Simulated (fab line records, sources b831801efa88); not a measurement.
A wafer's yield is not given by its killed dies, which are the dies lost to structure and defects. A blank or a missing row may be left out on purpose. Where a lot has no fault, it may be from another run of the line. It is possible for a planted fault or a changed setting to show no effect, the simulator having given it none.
Chamber matching + flow gf180mcu + GF_V1_CMP_04 on cmp-01: 4 sister chambers
The step polishes SiO2. 30 wafers are shown with their chamber, then 12 later ones without.

WAFERS WITH THEIR CHAMBER
| wafer  | chamber | motor-current-A (A) | time-to-endpoint-s (s) |
|--------|---------|---------------------|------------------------|
| L074.2 | 3       | 11.3                | 81                     |
| L074.3 | 2       | 10.5                | 77                     |
| L074.5 | 0       | 9.6                 | 83                     |
| L075.1 | 2       | 10.5                | 81                     |
| L075.2 | 3       | 11.9                | 86                     |
| L075.3 | 1       | 11.9                | 85                     |
| L076.2 | 3       | 11.7                | 78                     |
| L076.5 | 0       | 10.0                | 85                     |
| L076.6 | 1       | 12.2                | 84                     |
| L077.1 | 3       | 12.0                | 75                     |
| L077.4 | 2       | 11.1                | 85                     |
| L077.5 | 1       | 12.1                | 87                     |
| L079.1 | 0       | 10.3                | 80                     |
| L079.3 | 1       | 11.6                | 76                     |
| L079.4 | 2       | 10.8                | 84                     |
| L080.2 | 0       | 9.9                 | 70                     |
| L080.3 | 2       | 11.1                | 75                     |
| L080.4 | 1       | 11.4                | 77                     |
| L083.1 | 2       | 10.6                | 74                     |
| L083.4 | 0       | 10.0                | 75                     |
| L083.5 | 1       | 11.5                | 74                     |
| L084.1 | 2       | 10.6                | 75                     |
| L084.3 | 1       | 12.2                | 75                     |
| L084.4 | 3       | 11.7                | 76                     |
| L085.2 | 3       | 12.1                | 79                     |
| L085.5 | 1       | 11.5                | 86                     |
| L085.6 | 2       | 10.4                | 85                     |
| L087.1 | 2       | 10.9                | 76                     |
| L087.3 | 3       | 12.6                | 76                     |
| L087.4 | 1       | 11.7                | 83                     |

SIGNATURES (averages over the wafers above)
| reading            | chamber 0 | chamber 1 | chamber 2 | chamber 3 | scatter within a chamber |
|--------------------|-----------|-----------|-----------|-----------|--------------------------|
| motor-current-A    | 9.960     | 11.789    | 10.722    | 11.900    | 0.316                    |
| time-to-endpoint-s | 78.60     | 80.78     | 79.11     | 78.71     | 4.9                      |
Rule: a wafer's distance from a chamber is the root of the sum, over the readings, of the square of ((its reading less the chamber's mean) divided by the reading's scatter). If the next closest chamber is less than 2 further off than the closest, the wafer can't be placed; otherwise it belongs to the closest. The scatter: the root of (the sum of the squares of (reading less its chamber's mean) over the shown wafers, divided by (wafers less chambers)).

WAFERS MISSING THEIR CHAMBER
| wafer  | motor-current-A (A) | time-to-endpoint-s (s) |
|--------|---------------------|------------------------|
| L089.1 | 12.3                | 71                     |
| L089.3 | 11.0                | 88                     |
| L089.6 | 11.5                | 85                     |
| L091.3 | 9.8                 | 73                     |
| L091.4 | 11.3                | 81                     |
| L091.6 | 9.5                 | 78                     |
| L094.1 | 9.5                 | 71                     |
| L094.4 | 11.3                | 84                     |
| L094.5 | 10.8                | 80                     |
| L095.4 | 9.8                 | 80                     |
| L095.5 | 11.0                | 90                     |
| L095.6 | 12.4                | 76                     |

THE CHAMBER EACH PASSED THROUGH
| wafer  | from the rows above               | in truth |
|--------|-----------------------------------|----------|
| L089.1 | can't be placed: 3 or 1           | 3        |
| L089.3 | can't be placed: 2 or 1 or 3 or 0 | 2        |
| L089.6 | can't be placed: 1 or 3 or 2      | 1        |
| L091.3 | can't be placed: 0 or 2           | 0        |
| L091.4 | can't be placed: 1 or 2 or 3      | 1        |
| L091.6 | 0                                 | 0        |
| L094.1 | 0                                 | 0        |
| L094.4 | can't be placed: 1 or 2 or 3      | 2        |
| L094.5 | 2                                 | 2        |
| L095.4 | 0                                 | 0        |
| L095.5 | can't be placed: 2 or 1 or 3 or 0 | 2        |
| L095.6 | can't be placed: 3 or 1           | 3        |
Correctly placed: 4 of 12. Cannot be placed on the basis of these rows: 8; the candidates contain the true chamber in 8. Number placed wrongly: 0.
